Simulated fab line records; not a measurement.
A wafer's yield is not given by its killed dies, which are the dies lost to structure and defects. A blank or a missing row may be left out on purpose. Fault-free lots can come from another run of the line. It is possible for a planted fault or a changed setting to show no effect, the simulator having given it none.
fab line records + flow sky130
[record]
- lots = 6
- wafers = 18
- lastDay = 50
route steps=708 shown VIA3@589 METAL4@598 PAD_OPEN@708
lots that met no fault: from a run of the same line without faults
startH: the number of hours between the record's first day and the start of the first shown wafer of the lot + waitH: how many hours have passed since the lot's step before this one + " unchanged from the row above + L1.1+2: a single row standing in for several wafers + - value missing, or start not given + * or withheld: withheld + < > ~ a bound
route shown NAME@n: a module of which the file shows steps, and the number in the route of the first + usual: average and standard deviation across the fault-free wafers + same: alike in all rows + chamber/n: place in a boat + sites: per-site readings + _std_site: how widely they spread, as a standard deviation + _edge_site: outer sites' mean less inner sites' + radiusMm: for every site, how far away it sits from the centre of the wafer + mask NAME#n: copy n + behind: tool/chamber where the wafer was last shaped + hold: cause of the lot's hold/its duration in hours/its outcome + device: the transistor (n, p or np) that didn't switch + end of line: tests run on the same wafers once the route is complete + a step with no rows: only its recipe + killed: dies lost to structure and defects at the first sort, not the wafer's yield + map: per-die view of a wafer (x killed, . not killed, _ where there is no die)
set.NAME: the setting as run; set.NAME@STEP: as run at that earlier step + model.NAME: the simulator's own value behind a step, which no gauge read
lots seen at some steps along the route; tables by step, rows by wafer
services: from which hour (startH, from the record's first day; less than 0 if before it) a tool's chamber was out of use, for how many hours, and why
[[steps]]
[step SKY_VIA3_STRIP_16]
[recipe]
- chemistry = O2/N2
- powerW = 1400
- pressureMtorr = 1500
- platenTempC = withheld
- o2FlowSccm = 3000
- n2FlowSccm = 300
- overashFraction = 0.5
[step SKY_VIA3_STRIP_17]
[recipe]
- chemistry = postEtchResidueRemover
- timeS = 1200
- tempC = 72.5
[step SKY_VIA3_CLEAN_18]
[recipe]
- chemistry = IPA
- timeS = 180
- tempC = 25
[step SKY_VIA3_CLEAN_19]
[recipe]
- chemistry = O3/DIW
- dry = n2Spin
[step SKY_VIA3_SPUTTER_20]
[recipe]
- material = TiN
- targetThkNm = 20
- chamberPressurePa = 5
- powerW = 4000
- timeS = 80
[usual]
- chamberPressurePa = 5.000/0.01
- throttleValvePct = 30.0/0.99
| lot.wafer | tool          | chamber | startH  | waitH | chamberPressurePa | throttleValvePct |
|-----------|---------------|---------|---------|-------|-------------------|------------------|
| L567.1    | pvdSputter-04 | -       | 948.67  | 0.0   | 4.992             | 30.9             |
| L567.4    | "             | -       | "       | "     | 4.998             | 29.3             |
| L567.5    | "             | -       | "       | "     | 4.984             | 31.3             |
| L569.2    | pvdSputter-02 | -       | 955.23  | 0.0   | 5.002             | 31.6             |
| L569.5    | "             | -       | "       | "     | 4.992             | 31.5             |
| L569.6    | "             | -       | "       | "     | 5.012             | 28.3             |
| L579.1    | pvdSputter-01 | -       | 1030.57 | 0.0   | 5.012             | 30.1             |
| L579.5    | "             | -       | "       | "     | 4.996             | 28.6             |
| L579.6    | "             | -       | "       | "     | 5.000             | 30.1             |
| L581.2    | pvdSputter-02 | -       | 1039.20 | 0.0   | 4.987             | 28.3             |
| L581.3    | "             | -       | "       | "     | 5.004             | 30.0             |
| L581.5    | "             | -       | "       | "     | 4.974             | 28.2             |
| L586.1    | pvdSputter-04 | -       | 1069.19 | 0.0   | 5.013             | 30.0             |
| L586.2    | "             | -       | "       | "     | 4.987             | 30.0             |
| L586.3    | "             | -       | "       | "     | 4.991             | 31.2             |
| L587.2    | pvdSputter-02 | -       | 1073.93 | 0.0   | 5.001             | 30.3             |
| L587.5    | "             | -       | "       | "     | 4.991             | 28.2             |
| L587.6    | "             | -       | "       | "     | 5.018             | 30.0             |
[step SKY_VIA3_CVD_21]
[recipe]
- material = W
- targetThkNm = 390
- timeS = 117.31
- tempC = 400
- pressureTorr = 40
[step SKY_VIA3_RS_MEAS_22]
[recipe]
- thkMeasGauge = four-point-probe
- reads = W_of_VIA3_CVD_21+TiN_of_VIA3_SPUTTER_20
[usual]
- VIA3_W_RS = 0.295/0.0031
| lot.wafer | tool         | chamber | startH  | waitH | VIA3_W_RS[ohm/sq] |
|-----------|--------------|---------|---------|-------|-------------------|
| L567.1    | filmMetro-01 | -       | 948.85  | 0.1   | 0.295             |
| L567.4    | "            | -       | "       | "     | 0.296             |
| L567.5    | "            | -       | "       | "     | 0.294             |
| L569.2    | filmMetro-03 | -       | 955.44  | 0.1   | 0.301             |
| L569.5    | "            | -       | "       | "     | 0.300             |
| L569.6    | "            | -       | "       | "     | 0.296             |
| L579.1    | filmMetro-01 | -       | 1030.87 | 0.2   | 0.292             |
| L579.5    | "            | -       | "       | "     | 0.293             |
| L579.6    | "            | -       | "       | "     | 0.294             |
| L581.2    | filmMetro-04 | -       | 1039.41 | 0.1   | 0.295             |
| L581.3    | "            | -       | "       | "     | 0.295             |
| L581.5    | "            | -       | "       | "     | 0.295             |
| L586.1    | filmMetro-03 | -       | 1069.37 | 0.1   | 0.290             |
| L586.2    | "            | -       | "       | "     | 0.291             |
| L586.3    | "            | -       | "       | "     | 0.292             |
| L587.2    | filmMetro-01 | -       | 1074.13 | 0.1   | 0.297             |
| L587.5    | "            | -       | "       | "     | 0.294             |
| L587.6    | "            | -       | "       | "     | 0.295             |
[step SKY_VIA3_THK_MEAS_23]
[recipe]
- thkMeasGauge = xrf
- reads = W_of_VIA3_CVD_21
[usual]
- VIA3_W_THK = 397/7.4
| lot.wafer | tool         | chamber | startH  | waitH | VIA3_W_THK[nm] |
|-----------|--------------|---------|---------|-------|----------------|
| L567.1    | filmMetro-01 | -       | 948.97  | 0.1   | 398            |
| L567.4    | "            | -       | "       | "     | 397            |
| L567.5    | "            | -       | "       | "     | 399            |
| L569.2    | filmMetro-03 | -       | 955.55  | 0.1   | 386            |
| L569.5    | "            | -       | "       | "     | 386            |
| L569.6    | "            | -       | "       | "     | 393            |
| L579.1    | filmMetro-01 | -       | 1030.99 | 0.1   | 406            |
| L579.5    | "            | -       | "       | "     | 404            |
| L579.6    | "            | -       | "       | "     | 403            |
| L581.2    | filmMetro-04 | -       | 1039.52 | 0.1   | 394            |
| L581.3    | "            | -       | "       | "     | 390            |
| L581.5    | "            | -       | "       | "     | 392            |
| L586.1    | filmMetro-03 | -       | 1069.49 | 0.1   | 399            |
| L586.2    | "            | -       | "       | "     | 398            |
| L586.3    | "            | -       | "       | "     | 395            |
| L587.2    | filmMetro-01 | -       | 1074.24 | 0.1   | 404            |
| L587.5    | "            | -       | "       | "     | 410            |
| L587.6    | "            | -       | "       | "     | 409            |
[step SKY_VIA3_CMP_24]
[recipe]
- stopOn = SiO2
- tOverpolishS = 20
- downForcePsi = 3.5
- platenRpm = 60
- targetThkNm = 0
- padVelocityMS = 0.94248
[usual]
- edgeZonePressureFrac = 1.001/0.0046
- headPressurePsi = 3.500/0.0074
- motorCurrentA = 11.2/1.3
- overpolishRunS = 19.999/0.0093
- timeToEndpointS = 95/4.7
| lot.wafer | tool   | chamber | startH  | waitH | edgeZonePressureFrac | headPressurePsi | motorCurrentA | overpolishRunS | timeToEndpointS |
|-----------|--------|---------|---------|-------|----------------------|-----------------|---------------|----------------|-----------------|
| L567.1    | cmp-01 | 2       | 949.03  | 0.1   | 1.002                | 3.495           | 13.1          | 20.001         | 88              |
| L567.4    | "      | 0       | "       | "     | 0.999                | 3.501           | 12.8          | 19.998         | 85              |
| L567.5    | "      | 3       | "       | "     | 1.000                | 3.496           | 10.3          | 20.014         | 92              |
| L569.2    | cmp-02 | 0       | 955.65  | 0.1   | 1.004                | 3.490           | 12.3          | 19.991         | 95              |
| L569.5    | "      | 3       | "       | "     | 1.006                | 3.491           | 9.0           | 19.998         | 96              |
| L569.6    | "      | 0       | "       | "     | 1.002                | 3.497           | 12.8          | 19.989         | 99              |
| L579.1    | cmp-01 | 3       | 1031.20 | 0.2   | 1.007                | 3.510           | 11.5          | 20.014         | 100             |
| L579.6    | "      | 0       | "       | "     | 1.009                | 3.513           | 13.2          | 19.990         | 97              |
| L579.5    | "      | 1       | "       | "     | 1.014                | 3.505           | 11.3          | 19.986         | 105             |
| L581.2    | cmp-02 | 1       | 1042.82 | 3.3   | 1.000                | 3.508           | 10.9          | 19.975         | 105             |
| L581.3    | "      | 3       | "       | "     | 1.004                | 3.499           | 9.6           | 20.006         | 93              |
| L581.5    | "      | 0       | "       | "     | 1.009                | 3.502           | 12.0          | 19.997         | 95              |
| L586.1    | cmp-02 | 2       | 1070.59 | 1.1   | 1.008                | 3.499           | 9.7           | 20.015         | 93              |
| L586.3    | "      | 3       | "       | "     | 0.995                | 3.503           | 9.5           | 20.000         | 94              |
| L586.2    | "      | 1       | "       | "     | 1.006                | 3.494           | 11.0          | 20.008         | 103             |
| L587.2    | cmp-01 | 0       | 1074.29 | 0.0   | 1.007                | 3.497           | 12.9          | 20.004         | 87              |
| L587.5    | "      | 0       | "       | "     | 1.001                | 3.503           | 12.9          | 19.997         | 95              |
| L587.6    | "      | 1       | "       | "     | 1.003                | 3.504           | 11.2          | 19.995         | 99              |
[step SKY_METAL4_SPUTTER_00]
[recipe]
- material = Ti
- targetThkNm = 15
- powerW = 3000
- timeS = 10
- chamberPressurePa = 0.4
[usual]
- chamberPressurePa = 0.4001/0.00078
- throttleValvePct = 29.7/0.94
| lot.wafer | tool          | chamber | startH  | waitH | chamberPressurePa | throttleValvePct |
|-----------|---------------|---------|---------|-------|-------------------|------------------|
| L567.1    | pvdSputter-02 | -       | 949.33  | 0.2   | 0.4002            | 31.4             |
| L567.4    | "             | -       | "       | "     | 0.4000            | 30.3             |
| L567.5    | "             | -       | "       | "     | 0.3988            | 31.4             |
| L569.2    | pvdSputter-03 | -       | 955.90  | 0.2   | 0.3999            | 29.0             |
| L569.5    | "             | -       | "       | "     | 0.3997            | 29.1             |
| L569.6    | "             | -       | "       | "     | 0.3997            | 29.0             |
| L579.1    | pvdSputter-02 | -       | 1031.35 | 0.1   | 0.4007            | 30.1             |
| L579.5    | "             | -       | "       | "     | 0.4011            | 31.3             |
| L579.6    | "             | -       | "       | "     | 0.3982            | 28.4             |
| L581.2    | pvdSputter-02 | -       | 1043.07 | 0.2   | 0.4009            | 30.5             |
| L581.3    | "             | -       | "       | "     | 0.4002            | 30.0             |
| L581.5    | "             | -       | "       | "     | 0.4003            | 30.5             |
| L586.1    | pvdSputter-03 | -       | 1070.89 | 0.2   | 0.4007            | 29.6             |
| L586.2    | "             | -       | "       | "     | 0.3996            | 29.0             |
| L586.3    | "             | -       | "       | "     | 0.4001            | 29.0             |
| L587.2    | pvdSputter-04 | -       | 1074.59 | 0.2   | 0.3999            | 30.0             |
| L587.5    | "             | -       | "       | "     | 0.3997            | 31.2             |
| L587.6    | "             | -       | "       | "     | 0.4011            | 31.0             |
[step SKY_METAL4_SPUTTER_01]
[recipe]
- material = TiN
- targetThkNm = 20
- powerW = 6500
- timeS = 16.7
- chamberPressurePa = 0.4
[usual]
- chamberPressurePa = 0.4000/0.00074
- throttleValvePct = 29.7/0.92
| lot.wafer | tool          | chamber | startH  | waitH | chamberPressurePa | throttleValvePct |
|-----------|---------------|---------|---------|-------|-------------------|------------------|
| L567.1    | pvdSputter-02 | -       | 949.35  | 0.0   | 0.4003            | 31.5             |
| L567.4    | "             | -       | "       | "     | 0.3990            | 30.2             |
| L567.5    | "             | -       | "       | "     | 0.3993            | 31.3             |
| L569.2    | pvdSputter-03 | -       | 955.92  | 0.0   | 0.4007            | 29.2             |
| L569.5    | "             | -       | "       | "     | 0.4004            | 29.1             |
| L569.6    | "             | -       | "       | "     | 0.3999            | 29.1             |
| L579.1    | pvdSputter-02 | -       | 1031.38 | 0.0   | 0.3999            | 30.0             |
| L579.5    | "             | -       | "       | "     | 0.4000            | 31.3             |
| L579.6    | "             | -       | "       | "     | 0.3995            | 28.5             |
| L581.2    | pvdSputter-02 | -       | 1043.09 | 0.0   | 0.4009            | 30.6             |
| L581.3    | "             | -       | "       | "     | 0.4001            | 29.7             |
| L581.5    | "             | -       | "       | "     | 0.4000            | 30.7             |
| L586.1    | pvdSputter-03 | -       | 1070.92 | 0.0   | 0.4021            | 29.5             |
| L586.2    | "             | -       | "       | "     | 0.4013            | 29.0             |
| L586.3    | "             | -       | "       | "     | 0.3989            | 29.3             |
| L587.2    | pvdSputter-04 | -       | 1074.62 | 0.0   | 0.4009            | 29.6             |
| L587.5    | "             | -       | "       | "     | 0.4005            | 31.2             |
| L587.6    | "             | -       | "       | "     | 0.4009            | 31.0             |
[step SKY_METAL4_SPUTTER_02]
[recipe]
- material = AlCu
- targetThkNm = 735
- powerW = 10600
- timeS = 39.1
- chamberPressurePa = 0.4
[usual]
- chamberPressurePa = 0.3999/0.0007
- throttleValvePct = 29.7/0.9
| lot.wafer | tool          | chamber | startH  | waitH | chamberPressurePa | throttleValvePct |
|-----------|---------------|---------|---------|-------|-------------------|------------------|
| L567.1    | pvdSputter-02 | -       | 949.38  | 0.0   | 0.3992            | 31.2             |
| L567.4    | "             | -       | "       | "     | 0.3986            | 30.1             |
| L567.5    | "             | -       | "       | "     | 0.3986            | 31.3             |
| L569.2    | pvdSputter-03 | -       | 955.95  | 0.0   | 0.4004            | 29.0             |
| L569.5    | "             | -       | "       | "     | 0.3991            | 28.8             |
| L569.6    | "             | -       | "       | "     | 0.3996            | 29.1             |
| L579.1    | pvdSputter-02 | -       | 1031.40 | 0.0   | 0.3997            | 30.1             |
| L579.5    | "             | -       | "       | "     | 0.4013            | 31.3             |
| L579.6    | "             | -       | "       | "     | 0.4012            | 28.5             |
| L581.2    | pvdSputter-02 | -       | 1043.11 | 0.0   | 0.4015            | 30.6             |
| L581.3    | "             | -       | "       | "     | 0.3998            | 30.0             |
| L581.5    | "             | -       | "       | "     | 0.4009            | 30.7             |
| L586.1    | pvdSputter-03 | -       | 1070.94 | 0.0   | 0.3988            | 29.8             |
| L586.2    | "             | -       | "       | "     | 0.3994            | 29.3             |
| L586.3    | "             | -       | "       | "     | 0.4012            | 29.2             |
| L587.2    | pvdSputter-04 | -       | 1074.64 | 0.0   | 0.3995            | 29.7             |
| L587.5    | "             | -       | "       | "     | 0.3985            | 31.3             |
| L587.6    | "             | -       | "       | "     | 0.3982            | 30.8             |
[step SKY_METAL4_SPUTTER_03]
[recipe]
- material = Ti
- targetThkNm = 5
- powerW = 3000
- timeS = 3.3
- chamberPressurePa = 0.4
[usual]
- chamberPressurePa = 0.3999/0.00083
- throttleValvePct = 29.8/0.94
| lot.wafer | tool          | chamber | startH  | waitH | chamberPressurePa | throttleValvePct | model.Ti_of_METAL4_SPUTTER_03.thkNm |
|-----------|---------------|---------|---------|-------|-------------------|------------------|-------------------------------------|
| L567.1    | pvdSputter-02 | -       | 949.42  | 0.0   | 0.3995            | 31.5             | 4.796                               |
| L567.4    | "             | -       | "       | "     | 0.3980            | 30.3             | 4.959                               |
| L567.5    | "             | -       | "       | "     | 0.4003            | 31.5             | 4.697                               |
| L569.2    | pvdSputter-03 | -       | 955.99  | 0.0   | 0.3993            | 29.1             | 4.851                               |
| L569.5    | "             | -       | "       | "     | 0.4001            | 29.1             | 4.859                               |
| L569.6    | "             | -       | "       | "     | 0.3999            | 29.1             | 5.097                               |
| L579.1    | pvdSputter-02 | -       | 1031.44 | 0.0   | 0.2864            | 35.6             | 5.22                                |
| L579.5    | "             | -       | "       | "     | 0.2880            | 37.4             | 5.066                               |
| L579.6    | "             | -       | "       | "     | 0.2870            | 33.4             | 5.144                               |
| L581.2    | pvdSputter-02 | -       | 1043.15 | 0.0   | 0.2877            | 36.2             | 5.136                               |
| L581.3    | "             | -       | "       | "     | 0.2884            | 35.6             | 5.16                                |
| L581.5    | "             | -       | "       | "     | 0.2861            | 36.3             | 5.183                               |
| L586.1    | pvdSputter-03 | -       | 1070.98 | 0.0   | 0.4008            | 29.5             | 5.2                                 |
| L586.2    | "             | -       | "       | "     | 0.4015            | 29.2             | 4.964                               |
| L586.3    | "             | -       | "       | "     | 0.4003            | 29.2             | 5.187                               |
| L587.2    | pvdSputter-04 | -       | 1074.68 | 0.0   | 0.3993            | 29.7             | 4.906                               |
| L587.5    | "             | -       | "       | "     | 0.3993            | 31.3             | 4.894                               |
| L587.6    | "             | -       | "       | "     | 0.3986            | 30.9             | 5.052                               |
[step SKY_METAL4_SPUTTER_04]
[recipe]
- material = TiN
- targetThkNm = 70
- powerW = 6500
- timeS = 58.3
- chamberPressurePa = 0.4
[step SKY_PAD_OPEN_PROBE_99]
[usual]
- defectLimitedYield = 82.5/2
- killed_at_M0_to_M3 = 44/7.4
- killed_at_M4_up = 3.0/1.8
- killedAtContacts = 24/5.1
- killedAtFrontEnd = 15/4.3
- killedAtOther = 0.3/0.54
- killedDies = 86/9.9
- killedOpen = 47/7.1
- killedShort = 38/6.7
- sort_bin_3_pad_short = 0.8/0.39
- sort_bin_5_function = 10.4/1.5
- sort_bin_6_memory = 6.2/1.2
- sortNPass = 406/9.9
- sortYieldPct = 82.5/2
[same]
- grossDies = 492
- killedAtBackSide = 0
- sort_bin_4_leakage[%] = 0
- sort_bin_8_speed[%] = 0
| lot.wafer | tool      | chamber | startH  | waitH | defectLimitedYield[%] | killed_at_M0_to_M3 | killed_at_M4_up | killedAtContacts | killedAtFrontEnd | killedAtOther | killedDies | killedOpen | killedShort | sort_bin_3_pad_short[%] | sort_bin_5_function[%] | sort_bin_6_memory[%] | sortNPass | sortYieldPct[%] |
|-----------|-----------|---------|---------|-------|-----------------------|--------------------|-----------------|------------------|------------------|---------------|------------|------------|-------------|-------------------------|------------------------|----------------------|-----------|-----------------|
| L579.1    | prober-01 | -       | 1161.07 | 0.1   | 84.1                  | 39                 | 3               | 25               | 11               | 0             | 78         | 39         | 39          | 1.6                     | 9.8                    | 4.5                  | 414       | 84.1            |
| L579.5    | prober-01 | -       | 1161.27 | 0.2   | 79.5                  | 52                 | 6               | 27               | 16               | 0             | 101        | 46         | 55          | 1.0                     | 13.0                   | 6.5                  | 391       | 79.5            |
| L579.6    | prober-01 | -       | 1161.32 | 0.2   | 82.1                  | 45                 | 6               | 22               | 15               | 0             | 88         | 45         | 43          | 1.2                     | 10.8                   | 5.9                  | 404       | 82.1            |
// killed by level:class
L579.1 VIA1:geometricParticle:open=11 CONTACT:geometricParticle:open=9 LI_CONTACT:geometricParticle:open=8 FIELD_ISO:geometricParticle:short=7 VIA3:geometricParticle:short=7 VIA1:geometricParticle:short=5 CONTACT:geometricParticle:short=4 METAL2:geometricParticle:short=4
L579.5 VIA1:geometricParticle:open=11 LOCAL_INTERCONNECT:geometricParticle:short=9 CONTACT:geometricParticle:open=8 VIA1:geometricParticle:short=8 METAL2:geometricParticle:short=8 VIA2:geometricParticle:open=8 FIELD_ISO:geometricParticle:short=6 LI_CONTACT:geometricParticle:open=6
L579.6 VIA1:geometricParticle:open=16 POLY_GATE:geometricParticle:short=7 METAL2:geometricParticle:short=6 VIA1:geometricParticle:short=6 VIA2:geometricParticle:open=5 CONTACT:geometricParticle:open=5 CONTACT:geometricParticle:short=5 METAL1:geometricParticle:short=5
[[services]]
| tool          | chamber | startH  | hours | kind                  |
|---------------|---------|---------|-------|-----------------------|
| pvdSputter-04 | -       | 932.38  | 1.5   | repair                |
| pvdSputter-04 | -       | 941.53  | 4.7   | repair                |
| pvdSputter-01 | -       | 947.22  | 5.7   | repair                |
| pvdSputter-01 | 3       | 975.94  | -     | consumableReplace:kit |
| pvdSputter-01 | 3       | 975.94  | 18.0  | scheduledDown         |
| pvdSputter-01 | 3       | 975.94  | 18.0  | ventCycle             |
| cmp-01        | -       | 976.73  | 1.0   | repair                |
| pvdSputter-02 | 3       | 995.78  | -     | consumableReplace:kit |
| pvdSputter-02 | 3       | 995.78  | 18.0  | scheduledDown         |
| pvdSputter-02 | 3       | 995.78  | 18.0  | ventCycle             |
| cmp-01        | -       | 1007.65 | 2.8   | repair                |
| pvdSputter-03 | 2       | 1011.84 | -     | consumableReplace:kit |
| pvdSputter-03 | 2       | 1011.84 | 18.0  | scheduledDown         |
| pvdSputter-03 | 2       | 1011.84 | 18.0  | ventCycle             |
| pvdSputter-02 | -       | 1020.43 | 8.2   | repair                |
| cmp-02        | -       | 1025.99 | 3.0   | repair                |
| cmp-02        | -       | 1037.27 | 4.6   | pm                    |
| cmp-01        | -       | 1037.71 | 5.1   | repair                |
| cmp-01        | -       | 1048.08 | 6.4   | pm                    |
| cmp-01        | -       | 1054.51 | 16.6  | pm                    |
| pvdSputter-02 | 2       | 1069.85 | -     | consumableReplace:kit |
| pvdSputter-02 | 2       | 1069.85 | 18.0  | scheduledDown         |
| pvdSputter-02 | 2       | 1069.85 | 18.0  | ventCycle             |
[[key]]
[firstSign]
- step = SKY_METAL4_SPUTTER_03
- reading = chamberPressurePa
- direction = down
- sigmas = 99+
- usual = 0.3999
- struck = 0.2873
[effect]
- step = SKY_METAL4_SPUTTER_03
- reading = throttleValvePct
- direction = up
- sigmas = 6.4
- usual = 29.8
- struck = 35.8
[modelEffect]
- step = SKY_METAL4_SPUTTER_03
- value = Ti_of_METAL4_SPUTTER_03.thkNm
- without = 4.939
- struck = 5.152
metAt SKY_METAL4_SPUTTER_03
struckWafers L579.1,L579.5,L579.6,L581.2,L581.3,L581.5
onsetBetween 949.42 1031.44
[fault]
- kind = processParameterDrift
- tool = pvdSputter-02
- chamber = -
- onsetH = 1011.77
- steps = SKY_METAL4_SPUTTER_03
- channel = chamberPressurePa
- offset = -0.11227
- shape = step
- endH = 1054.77
- actsIn = theseRecipesOnly
- stated = 0.4
